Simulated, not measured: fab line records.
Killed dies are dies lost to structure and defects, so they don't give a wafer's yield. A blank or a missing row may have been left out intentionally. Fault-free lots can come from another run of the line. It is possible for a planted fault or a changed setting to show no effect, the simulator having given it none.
fab line records	flow sfq_line
record lots=6	wafers=18	last_day=91
route steps=325 shown I0@47 M1@58 I1@73 M2@88 M8@325
lots with no fault: from the same line, run without faults
start_h: the number of hours between the record's first day and the start of the first shown wafer of the lot	wait_h: hours from the lot's prior step to this one	" the same as in the row above	L1.1+2: a row that stands for several wafers	- either no value or no given start	* or withheld: withheld	< > ~ a bound
route shown NAME@n: names a module that has steps shown in the file, with the first one's number in the route	usual: mean/standard deviation taken from wafers without a fault	same: alike in all rows	chamber/n: place in a boat	sites: each site's reading	_std_site: the standard deviation of these	_edge_site: mean of outer sites minus mean of inner sites	radius_mm: how far each site lies from the wafer's centre	mask NAME#n: copy n	behind: the last tool/chamber to shape the wafer	hold: reason for holding the lot/hours on hold/outcome of the hold	device: whichever transistor did not switch (one of n, p or np)	end of line: at the end of the route, the tests of the same wafers	step lacking rows: just its recipe	killed: count of dies lost to structure and defects at first sort (not the wafer's yield)	map: a wafer's dies, marking killed ones x, the rest . and places with no die _
set.NAME: setting as actually run; set.NAME@STEP: the setting as run at that earlier step	model.NAME: the simulator's own value behind a step, which no gauge read
a table for each step, a row for each wafer; lots at some steps of the route
services: when a tool's chamber went out of use (start_h, in hours from the record's first day, below 0 if earlier), for how many hours, and the reason
## steps
# step SFQ_TRILAYER_I0_VIA_LITHO_COAT_036
# recipe resist=BARC	spin_rpm=3000	resist_thk_nm=62
# step SFQ_TRILAYER_I0_VIA_LITHO_COAT_031
# recipe resist=KrF	spin_rpm=3000	resist_thk_nm=650
# step SFQ_TRILAYER_I0_VIA_LITHO_SOFTBAKE_035
# recipe temp_c=withheld	time_s=withheld	resist=KrF
# step SFQ_TRILAYER_I0_VIA_LITHO_EXPOSE_032
# recipe mask_id=I0	na=0.6	source_shape=conventional	sigma_outer=0.65	target_cd_nm=500	dose_mj=21.3
# step SFQ_TRILAYER_I0_VIA_LITHO_PEB_034
# recipe peb_temp_c=115	peb_time_s=60	resist=KrF
# step SFQ_TRILAYER_I0_VIA_LITHO_DEVELOP_033
# recipe time_s=60	resist=KrF
# step SFQ_I0_OVL_MEAS_908
# usual I0_OVL=1/4.6
lot.wafer	tool	chamber	start_h	wait_h	I0_OVL[nm]
L873.3	overlay-02	-	291.59	0.1	8
L873.4	"	-	"	"	-2
L873.5	"	-	"	"	3
L877.2	overlay-01	-	327.16	0.1	4
L877.3	"	-	"	"	2
L877.5	"	-	"	"	10
L886.1	overlay-01	-	397.47	0.1	1
L886.5	"	-	"	"	3
L886.6	"	-	"	"	5
L887.1	overlay-01	-	398.67	0.1	-3
L887.3	"	-	"	"	-3
L887.5	"	-	"	"	5
L888.1	overlay-01	-	399.87	0.1	0
L888.2	"	-	"	"	7
L888.4	"	-	"	"	7
L892.2	overlay-02	-	458.13	0.1	1
L892.3	"	-	"	"	-7
L892.4	"	-	"	"	4
# step SFQ_TRILAYER_I0_VIA_BARC_OPEN_VIA_ETCH_046
# recipe mask_material=PR	chemistry=O2	target_depth_nm=125	target=BARC	source_w=500	bias_w=80	pressure_mtorr=30	time_s=41.7
# step SFQ_TRILAYER_I0_VIA_ETCH_VIA_ETCH_034
# recipe target=SiO2	stop_on=Nb	mask_material=PR	taper_deg=20	chemistry=CHF3	target_depth_nm=260	source_w=500	bias_w=80	pressure_mtorr=30	time_s=withheld
# usual drypump_motor_current_A=5.9/0.4	oes_product_au=0.853/0.0058
lot.wafer	tool	chamber	start_h	wait_h	drypump_motor_current_A	oes_product_au
L873.3	rie_diel-01	0	291.66	0.0	6.3	0.855
L873.4	"	3	"	"	6.1	0.856
L873.5	"	2	"	"	5.9	0.842
L877.2	rie_diel-02	3	327.23	0.0	6.0	0.856
L877.3	"	2	"	"	6.5	0.846
L877.5	"	0	"	"	5.1	0.855
L886.1	rie_diel-03	2	397.55	0.0	5.4	0.853
L886.5	"	1	"	"	6.0	0.859
L886.6	"	0	"	"	6.5	0.841
L887.1	rie_diel-02	3	398.75	0.0	6.1	0.861
L887.3	"	1	"	"	5.7	0.860
L887.5	"	3	"	"	6.1	0.858
L888.1	rie_diel-01	2	399.95	0.0	5.9	0.849
L888.2	"	3	"	"	6.1	0.850
L888.4	"	1	"	"	6.1	0.850
L892.2	rie_diel-03	0	458.20	0.0	6.4	0.850
L892.3	"	1	"	"	6.0	0.847
L892.4	"	2	"	"	5.4	0.859
# step SFQ_TRILAYER_I0_VIA_STRIP_STRIP_035
# recipe gas=O2	power_w=200	platen_temp_c=40	overash_fraction=0.65	chemistry=O2	pressure_mtorr=50
# usual drypump_motor_current_A=5.7/0.45	oes_product_au=0.997/0.008
lot.wafer	tool	chamber	start_h	wait_h	drypump_motor_current_A	oes_product_au	rf_hours_counter_h
L873.3	rie_metal-01	0	291.97	-	6.0	0.998	-
L873.4	"	1	"	"	5.8	0.989	-
L873.5	"	0	"	"	6.0	1.002	-
L877.2	rie_metal-01	0	327.34	-	6.0	1.002	35
L877.3	"	1	"	"	5.7	1.006	-
L877.5	"	0	"	"	6.0	0.995	-
L886.1	rie_metal-03	1	397.66	-	6.2	1.014	53
L886.5	"	0	"	"	5.0	1.015	-
L886.6	"	1	"	"	6.2	1.019	-
L887.1	rie_metal-01	1	398.86	-	5.8	0.996	3
L887.3	"	0	"	"	6.0	0.994	-
L887.5	"	1	"	"	5.8	1.003	-
L888.1	rie_metal-01	1	400.06	-	5.8	0.995	4
L888.2	"	0	"	"	6.0	1.002	48
L888.4	"	0	"	"	6.0	1.001	-
L892.2	rie_metal-03	1	458.31	-	6.2	0.995	62
L892.3	"	1	"	"	6.2	1.004	-
L892.4	"	0	"	"	5.0	1.001	-
# step SFQ_TRILAYER_I0_VIA_STRIP_SOLV_CLEAN_036
# recipe chemistry=NMP	temp_c=70	time_s=600
# step SFQ_TRILAYER_M1_DEP_PRE_CLEAN_038
# recipe gas=Ar	time_s=22.5	bias_v=250
# step SFQ_TRILAYER_M1_DEP_SPUTTER_037
# recipe material=Nb	base_pressure_pa=1.33e-06	chamber_pressure_pa=0.1333	substrate_temp_c=20	resputter_cathode_voltage_v=400	target_thk_nm=200	power_w=2000	time_s=133.3
# usual throttle_valve_pct=30.1/1.2
lot.wafer	tool	chamber	start_h	wait_h	throttle_valve_pct	model.Nb_of_TRILAYER_M1_DEP_SPUTTER_037.thk_nm
L873.3	pvd_sputter-06	-	292.57	0.0	30.9	202.7
L873.4	"	-	"	"	28.7	202.7
L873.5	"	-	"	"	30.8	203.4
L877.2	pvd_sputter-06	-	328.16	0.0	28.4	197.4
L877.3	"	-	"	"	31.0	198.7
L877.5	"	-	"	"	31.2	197.8
L886.1	pvd_sputter-06	-	398.48	0.0	30.8	276.3
L886.5	"	-	"	"	31.2	199.3
L886.6	"	-	"	"	28.5	198.6
L887.1	pvd_sputter-06	-	399.66	0.0	28.7	199.5
L887.3	"	-	"	"	28.5	200.7
L887.5	"	-	"	"	30.7	279.5
L888.1	pvd_sputter-05	-	400.88	0.0	31.3	203.4
L888.2	"	-	"	"	30.0	201.9
L888.4	"	-	"	"	29.4	202.9
L892.2	pvd_sputter-03	-	459.11	0.0	28.1	198.5
L892.3	"	-	"	"	28.8	198.5
L892.4	"	-	"	"	29.8	197.2
# step SFQ_M1_RS_MEAS_909
# recipe thk_meas_gauge=four-point-probe	reads=Nb_of_TRILAYER_M1_DEP_SPUTTER_037
# usual M1_NB_RS=0.888/0.012
lot.wafer	tool	chamber	start_h	wait_h	M1_NB_RS[ohm/sq]
L873.3	film_metro-01	-	292.70	0.1	0.878
L873.4	"	-	"	"	0.881
L873.5	"	-	"	"	0.877
L877.2	film_metro-04	-	328.27	0.1	0.903
L877.3	"	-	"	"	0.897
L877.5	"	-	"	"	0.902
L886.1	film_metro-02	-	398.57	0.0	0.642
L886.5	"	-	"	"	0.895
L886.6	"	-	"	"	0.895
L887.1	film_metro-04	-	399.76	0.0	0.893
L887.3	"	-	"	"	0.888
L887.5	"	-	"	"	0.635
L888.1	film_metro-01	-	400.97	0.0	0.875
L888.2	"	-	"	"	0.884
L888.4	"	-	"	"	0.879
L892.2	film_metro-01	-	459.23	0.1	0.897
L892.3	"	-	"	"	0.899
L892.4	"	-	"	"	0.903
# step SFQ_TRILAYER_M1_LITHO_COAT_044
# recipe resist=BARC	spin_rpm=3000	resist_thk_nm=62
# step SFQ_TRILAYER_M1_LITHO_COAT_039
# recipe resist=KrF	spin_rpm=3000	resist_thk_nm=600
# step SFQ_TRILAYER_M1_LITHO_SOFTBAKE_043
# recipe temp_c=withheld	time_s=withheld	resist=KrF
# step SFQ_TRILAYER_M1_LITHO_EXPOSE_040
# recipe mask_id=M1	na=0.6	source_shape=conventional	sigma_outer=0.65	target_cd_nm=500	dose_mj=14.4
# step SFQ_TRILAYER_M1_LITHO_PEB_042
# recipe peb_temp_c=115	peb_time_s=60	resist=KrF
# step SFQ_TRILAYER_M1_LITHO_DEVELOP_041
# recipe time_s=60	resist=KrF
# step SFQ_M1_OVL_MEAS_911
# usual M1_OVL=0/4.5
lot.wafer	tool	chamber	start_h	wait_h	M1_OVL[nm]
L873.3	overlay-01	-	410.82	0.1	-4
L873.4	"	-	"	"	-3
L873.5	"	-	"	"	-1
L877.2	overlay-01	-	456.53	0.1	-6
L877.3	"	-	"	"	-8
L877.5	"	-	"	"	-4
L886.1	overlay-02	-	549.90	0.1	1
L886.5	"	-	"	"	2
L886.6	"	-	"	"	3
L887.1	overlay-01	-	553.50	0.1	2
L887.3	"	-	"	"	2
L887.5	"	-	"	"	9
L888.1	overlay-01	-	555.90	0.1	6
L888.2	"	-	"	"	4
L888.4	"	-	"	"	5
L892.2	overlay-02	-	621.90	0.1	2
L892.3	"	-	"	"	3
L892.4	"	-	"	"	0
# step SFQ_TRILAYER_M1_BARC_OPEN_METAL_ETCH_054
# recipe mask_material=PR	chemistry=O2	target_depth_nm=125	target=BARC	icp_w=600	bias_w=80	pressure_mtorr=10	time_s=41.7
# step SFQ_TRILAYER_M1_ETCH_METAL_ETCH_042
# recipe target=Nb	stop_on=SiO2	mask_material=PR	chemistry=Cl2/Ar	target_depth_nm=240	icp_w=622.8	bias_w=80	pressure_mtorr=10	time_s=120
# usual drypump_motor_current_A=5.4/0.51	oes_product_au=0.896/0.0085
lot.wafer	tool	chamber	start_h	wait_h	drypump_motor_current_A	oes_product_au	rf_hours_counter_h
L873.3	rie_metal-02	1	410.95	0.1	4.8	0.896	-
L873.4	"	0	"	"	5.7	0.902	-
L873.5	"	1	"	"	4.8	0.906	-
L877.2	rie_metal-02	0	456.66	0.1	5.7	0.887	-
L877.3	"	0	"	"	5.7	0.897	-
L877.5	"	0	"	"	5.7	0.887	-
L886.1	rie_metal-04	1	549.99	0.0	4.9	1.008	86
L886.5	"	0	"	"	5.4	0.894	-
L886.6	"	1	"	"	5.0	0.890	-
L887.1	rie_metal-02	0	553.59	0.0	5.7	0.904	34
L887.3	"	0	"	"	5.7	0.903	-
L887.5	"	0	"	"	5.7	1.006	-
L888.1	rie_metal-03	0	555.99	0.0	5.0	0.911	149
L888.2	"	1	"	"	6.2	0.906	74
L888.4	"	1	"	"	6.2	0.907	-
L892.2	rie_metal-02	1	621.99	0.0	4.8	0.894	137
L892.3	"	0	"	"	5.7	0.884	-
L892.4	"	1	"	"	4.8	0.890	-
# step SFQ_TRILAYER_M1_STRIP_STRIP_043
# recipe gas=O2	power_w=200	platen_temp_c=40	overash_fraction=0.65	chemistry=O2	pressure_mtorr=50
# usual drypump_motor_current_A=5.4/0.51	oes_product_au=0.998/0.011
lot.wafer	tool	chamber	start_h	wait_h	drypump_motor_current_A	oes_product_au	rf_hours_counter_h
L873.3	rie_metal-02	1	411.23	0.2	4.9	0.994	-
L873.4	"	0	"	"	5.7	0.991	-
L873.5	"	1	"	"	4.8	0.989	-
L877.2	rie_metal-02	0	457.07	0.4	5.7	0.992	-
L877.3	"	0	"	"	5.7	0.989	-
L877.5	"	0	"	"	5.7	0.998	-
L886.1	rie_metal-04	1	550.12	0.1	4.9	1.002	86
L886.5	"	0	"	"	5.4	0.995	-
L886.6	"	1	"	"	4.9	0.995	-
L887.1	rie_metal-02	0	553.72	0.1	5.7	0.999	34
L887.3	"	0	"	"	5.7	0.989	-
L887.5	"	0	"	"	5.7	0.972	-
L888.1	rie_metal-03	0	556.12	0.1	5.0	1.015	149
L888.2	"	1	"	"	6.2	1.001	75
L888.4	"	1	"	"	6.2	1.004	-
L892.2	rie_metal-02	1	622.12	0.1	4.8	0.995	137
L892.3	"	0	"	"	5.7	0.989	-
L892.4	"	1	"	"	4.8	0.984	-
# step SFQ_TRILAYER_M1_STRIP_SOLV_CLEAN_044
# recipe chemistry=NMP	temp_c=70	time_s=600
# step SFQ_TRILAYER_I1_DEP_PECVD_045
# recipe material=SiO2	temp_c=150	time_s=111.11	pressure_torr=2.4	rf_w=183.3	precursor=SiH4/N2O	target_thk_nm=500
# step SFQ_TRILAYER_I1_CMP_CMP_046
# recipe material=SiO2	down_force_psi=3	platen_rpm=60	pad_velocity_m_s=0.94248
# usual head_pressure_psi=3.000/0.0072	motor_current_A=10.4/1.2	time_to_endpoint_s=213/7.7
lot.wafer	tool	chamber	start_h	wait_h	head_pressure_psi	motor_current_A	time_to_endpoint_s
L873.4	cmp-01	3	412.49	0.6	3.012	12.2	228
L873.3	"	2	413.99	2.1	3.009	11.2	211
L873.5	"	3	"	"	3.000	11.6	225
L877.3	cmp-02	3	458.72	0.4	2.991	11.0	205
L877.2	"	2	460.22	1.9	3.004	8.5	205
L877.5	"	0	461.22	2.9	3.003	9.5	223
L886.1	cmp-01	2	552.03	1.1	3.010	10.6	204
L886.6	"	0	553.03	2.0	2.993	11.3	209
L886.5	"	1	"	"	2.992	9.9	212
L887.3	cmp-01	1	554.81	0.0	3.000	10.1	210
L887.1	"	2	"	"	3.008	11.3	201
L887.5	"	1	556.81	2.0	3.000	9.4	206
L888.4	cmp-02	3	557.01	0.0	2.989	11.8	214
L888.1	"	0	"	"	2.987	9.7	221
L888.2	"	1	"	"	3.014	10.0	214
L892.4	cmp-02	1	633.67	10.7	3.001	9.6	212
L892.2	"	2	"	"	2.989	8.8	206
L892.3	"	3	"	"	3.002	11.3	201
# step SFQ_I1_BOW_MEAS_912
# recipe mode=bow
# usual I1_BOW=0/8.5
lot.wafer	tool	chamber	start_h	wait_h	I1_BOW[um]
L873.3	film_metro-04	-	415.53	1.0	-6
L873.4	"	-	"	"	4
L873.5	"	-	"	"	2
L877.2	film_metro-03	-	461.74	1.0	-11
L877.3	"	-	"	"	0
L877.5	"	-	"	"	-7
L886.1	film_metro-04	-	554.03	1.5	-4
L886.5	"	-	"	"	-24
L886.6	"	-	"	"	-15
L887.1	film_metro-03	-	557.81	2.0	8
L887.3	"	-	"	"	5
L887.5	"	-	"	"	8
L888.1	film_metro-04	-	560.01	2.0	15
L888.2	"	-	"	"	11
L888.4	"	-	"	"	1
L892.2	film_metro-04	-	636.19	1.5	0
L892.3	"	-	"	"	-17
L892.4	"	-	"	"	-3
# step SFQ_TRILAYER_I1_METRO_MEASURE_047
# step SFQ_TRILAYER_I1_VIA_LITHO_COAT_054
# recipe resist=BARC	spin_rpm=3000	resist_thk_nm=62
# step SFQ_TRILAYER_I1_VIA_LITHO_COAT_049
# recipe resist=KrF	spin_rpm=3051	resist_thk_nm=650
# step SFQ_TRILAYER_I1_VIA_LITHO_SOFTBAKE_053
# recipe temp_c=withheld	time_s=withheld	resist=KrF
# step SFQ_TRILAYER_I1_VIA_LITHO_EXPOSE_050
# recipe mask_id=I1	na=0.6	source_shape=conventional	sigma_outer=0.65	target_cd_nm=500	dose_mj=21.3
# step SFQ_TRILAYER_I1_VIA_LITHO_PEB_052
# recipe peb_temp_c=115	peb_time_s=60	resist=KrF
# step SFQ_TRILAYER_I1_VIA_LITHO_DEVELOP_051
# recipe time_s=60	resist=KrF
# step SFQ_I1_OVL_MEAS_913
# usual I1_OVL=2/5.2
lot.wafer	tool	chamber	start_h	wait_h	I1_OVL[nm]
L873.3	overlay-01	-	575.11	0.1	5
L873.4	"	-	"	"	-1
L873.5	"	-	"	"	8
L877.2	overlay-02	-	624.30	0.1	7
L877.3	"	-	"	"	-1
L877.5	"	-	"	"	0
L886.1	overlay-02	-	716.19	0.1	13
L886.5	"	-	"	"	6
L886.6	"	-	"	"	10
L887.1	overlay-02	-	718.59	0.1	0
L887.3	"	-	"	"	-3
L887.5	"	-	"	"	0
L888.1	overlay-02	-	722.19	0.1	3
L888.2	"	-	"	"	-1
L888.4	"	-	"	"	-5
L892.2	overlay-01	-	790.76	0.1	0
L892.3	"	-	"	"	3
L892.4	"	-	"	"	1
# step SFQ_TRILAYER_I1_VIA_BARC_OPEN_VIA_ETCH_071
# recipe mask_material=PR	chemistry=O2	target_depth_nm=125	target=BARC	source_w=500	bias_w=80	pressure_mtorr=30	time_s=41.7
# step SFQ_TRILAYER_I1_VIA_ETCH_VIA_ETCH_052
# recipe target=SiO2	stop_on=Nb	mask_material=PR	taper_deg=20	chemistry=CHF3	target_depth_nm=260	source_w=500	bias_w=80	pressure_mtorr=30	time_s=withheld
# usual drypump_motor_current_A=5.9/0.32	oes_product_au=0.853/0.0052
lot.wafer	tool	chamber	start_h	wait_h	drypump_motor_current_A	oes_product_au
L873.3	rie_diel-01	1	575.17	0.0	6.1	0.864
L873.4	"	0	"	"	6.3	0.859
L873.5	"	3	"	"	6.1	0.860
L877.2	rie_diel-01	1	624.37	0.0	6.1	0.858
L877.3	"	2	"	"	5.9	0.854
L877.5	"	2	"	"	5.9	0.861
L886.1	rie_diel-04	0	716.27	0.0	6.0	0.845
L886.5	"	3	"	"	5.3	0.860
L886.6	"	2	"	"	6.0	0.853
L887.1	rie_diel-03	1	718.67	0.0	6.0	0.863
L887.3	"	3	"	"	5.8	0.853
L887.5	"	0	"	"	6.5	0.846
L888.1	rie_diel-01	0	722.27	0.0	6.3	0.861
L888.2	"	3	"	"	6.1	0.849
L888.4	"	1	"	"	6.0	0.850
L892.2	rie_diel-01	3	790.83	0.0	6.1	0.862
L892.3	"	1	"	"	6.1	0.858
L892.4	"	2	"	"	5.9	0.855
# step SFQ_TRILAYER_I1_VIA_STRIP_STRIP_053
# recipe gas=O2	power_w=200	platen_temp_c=40	overash_fraction=0.65	chemistry=O2	pressure_mtorr=50
# step SFQ_TRILAYER_I1_VIA_STRIP_SOLV_CLEAN_054
# recipe chemistry=NMP	temp_c=70	time_s=600
# step SFQ_TRILAYER_M2_DEP_PRE_CLEAN_056
# recipe gas=Ar	time_s=22.5	bias_v=250
# step SFQ_M8_BOW_MEAS_951
# recipe mode=bow
# usual M8_BOW=8/12
lot.wafer	tool	chamber	start_h	wait_h	M8_BOW[um]	model.etest.m1.comb_log10_ohm	model.etest.m1.ohm_sq
L873.3	film_metro-04	-	1930.62	0.0	5	12	0.8785
L873.4	"	-	"	"	15	12	0.8784
L873.5	"	-	"	"	12	12	0.8755
L877.2	film_metro-04	-	1953.40	0.0	-2	12	0.902
L877.3	"	-	"	"	11	12	0.896
L877.5	"	-	"	"	2	12	0.9003
L886.1	film_metro-04	-	2169.32	0.0	3	0	0.6445
L886.5	"	-	"	"	-16	12	0.8935
L886.6	"	-	"	"	-8	12	0.8965
L887.1	film_metro-04	-	2170.52	0.0	-4	12	0.8925
L887.3	"	-	"	"	-6	12	0.8871
L887.5	"	-	"	"	-4	0	0.637
L888.1	film_metro-02	-	2172.92	0.0	12	12	0.8752
L888.2	"	-	"	"	7	12	0.882
L888.4	"	-	"	"	-2	12	0.8777
L892.2	film_metro-02	-	2191.07	0.0	7	12	0.8968
L892.3	"	-	"	"	-9	12	0.8968
L892.4	"	-	"	"	4	12	0.9031
## services
tool	chamber	start_h	hours	kind
rie_diel-01	-	270.41	1.1	repair
rie_metal-01	-	276.58	1.4	pm
rie_diel-01	1	277.50	1.5	repair
pvd_sputter-06	-	314.02	8.9	repair
rie_diel-01	2	315.18	5.7	repair
pvd_sputter-06	-	352.81	3.0	repair
rie_metal-02	0	384.84	5.2	repair
rie_diel-01	-	402.80	0.4	repair
rie_metal-01	-	404.26	2.8	pm
rie_diel-01	2	413.84	9.3	repair
pvd_sputter-06	-	427.72	4.0	repair
pvd_sputter-06	-	465.08	1.1	repair
rie_metal-03	0	510.16	6.1	repair
rie_diel-01	-	531.15	2.8	pm
pvd_sputter-06	-	540.24	9.1	repair
rie_diel-01	1	613.25	6.2	repair
pvd_sputter-06	-	624.86	1.6	repair
rie_diel-01	1	633.82	6.5	repair
rie_metal-02	0	635.68	17.1	repair
rie_metal-02	1	647.96	6.1	repair
rie_diel-01	0	650.96	4.8	repair
rie_diel-01	1	656.54	5.3	repair
rie_diel-01	-	663.51	4.8	repair
rie_diel-01	0	708.90	5.9	repair
## key
first_sign step=SFQ_M1_RS_MEAS_909	reading=M1_NB_RS	direction=down	sigmas=21	usual=0.888	struck=0.639
effect step=SFQ_TRILAYER_M1_ETCH_METAL_ETCH_042	reading=oes_product_au	direction=up	sigmas=13	usual=0.896	struck=1.007
model_effect step=SFQ_TRILAYER_M1_DEP_SPUTTER_037	value=Nb_of_TRILAYER_M1_DEP_SPUTTER_037.thk_nm	without=202	struck=277.9
model_effect step=SFQ_M8_BOW_MEAS_951	value=etest.m1.comb_log10_ohm	without=12	struck=0
met_at SFQ_TRILAYER_M1_DEP_SPUTTER_037
struck_wafers L886.1,L887.5
fault kind=process_parameter_drift	tool=pvd_sputter-06	chamber=-	onset_h=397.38	steps=SFQ_TRILAYER_M1_DEP_SPUTTER_037	channel=time_s	offset=*	shape=step	end_h=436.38	acts_in=*	stated=*	scope=struck_wafers_only
